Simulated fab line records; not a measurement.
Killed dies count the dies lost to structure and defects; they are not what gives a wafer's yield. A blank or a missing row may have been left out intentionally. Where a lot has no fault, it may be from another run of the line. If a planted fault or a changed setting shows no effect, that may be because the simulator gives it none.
Problem report in the 8D (eight disciplines) form, filled by code	flow sky130	the parts of the form that need people (team, actions taken, sign-off) are left out

1. WHAT IS WRONG
Wafers free of any fault read -0.2 nm (standard deviation 1.4) for VT_ADJUST_NCORE_OVL at SKY_VT_ADJUST_NCORE_OVL_MEAS_08, against a mean of -191.6 nm on 12 wafers of 4 lots. That is -99 or more standard deviations from the usual mean.
First seen on wafer L514.4, day 10 18:14, on overlay-01. The record has a number at this step for 36 wafers belonging to 12 lots. By rule, "out" or "out of limits" means more than 4 standard deviations away from the usual mean. The rest of the wafers with a number are treated as sound.

2. WHAT IT IS, AND WHAT IT ISN'T
question	is	is not
which readings at this step	VT_ADJUST_NCORE_OVL	-
which lots	L514, L515, L517, L519	L509, L510, L511, L512, L513, L521, L522, L529
which wafers of those lots	all that have a number	-
read on which gauges	overlay-01, overlay-02	-
when	from day 10 18:14	up to then (15 sound wafers); but 9 sound wafers of L521, L522, L529 came after

3. THE SUSPECTS, EACH WITH WHAT RULES IT OUT
Counting: any tool at a process step up to the reading is kept as a suspect provided that every lot that is out went through it and no sound lot did after the first of them.
- ruled out: the gauge at SKY_VT_ADJUST_NCORE_OVL_MEAS_08. Those wafers that are out were read across 2 gauges (overlay-01, overlay-02).
- iline_stepper-01 at SKY_VT_ADJUST_NCORE_EXPOSE_04 (exposes mask LVTN COMPLEMENT THIN, target cd 380 nm): kept. It processed each lot that is out, first L514 at day 10 07:21, and no sound lot thereafter; up to then, the last sound lot it processed was L513 at day 10 02:53.
After counting, what remains is iline_stepper-01 at SKY_VT_ADJUST_NCORE_EXPOSE_04.

4. THE CAUSE (what the simulator had put in)
Scanner matching overlay: iline_stepper-01, from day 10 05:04 on, at SKY_VT_ADJUST_NCORE_EXPOSE_04. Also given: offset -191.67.
Only this tool survived the counting.

5. SEQUENCE OF EFFECTS, ordered by route
Each row: a reading where the mean over the struck wafers with a number is more than 3 standard deviations away from the usual. Only readings for which the record gives a usual standard deviation are gone through. hours: the time from each lot's start at the first step in this table that gives one to its start at this step, as a median over the lots. sigmas: the change in usual standard deviations.
hours	step	reading	usual	on struck wafers	change	sigmas
0	SKY_VT_ADJUST_NCORE_OVL_MEAS_08	VT_ADJUST_NCORE_OVL	-0.2 nm	-191.6	-191.4	-99 or more

6. WHAT WOULD HAVE CAUGHT IT SOONER
In this record the first reading out of limits at a measuring or inspecting step was taken at day 10 18:14, 13 hours after the fault began at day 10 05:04.
An alarm limit of 4 standard deviations would not have fired on the tool readings at SKY_VT_ADJUST_NCORE_EXPOSE_04 for which the record gives a usual standard deviation, since none of them was out on any struck wafer.
Lots out: 4; of these, L517, L519 started SKY_VT_ADJUST_NCORE_EXPOSE_04 on iline_stepper-01 after day 10 18:14. A hold on the tool at that time would have spared those 2.
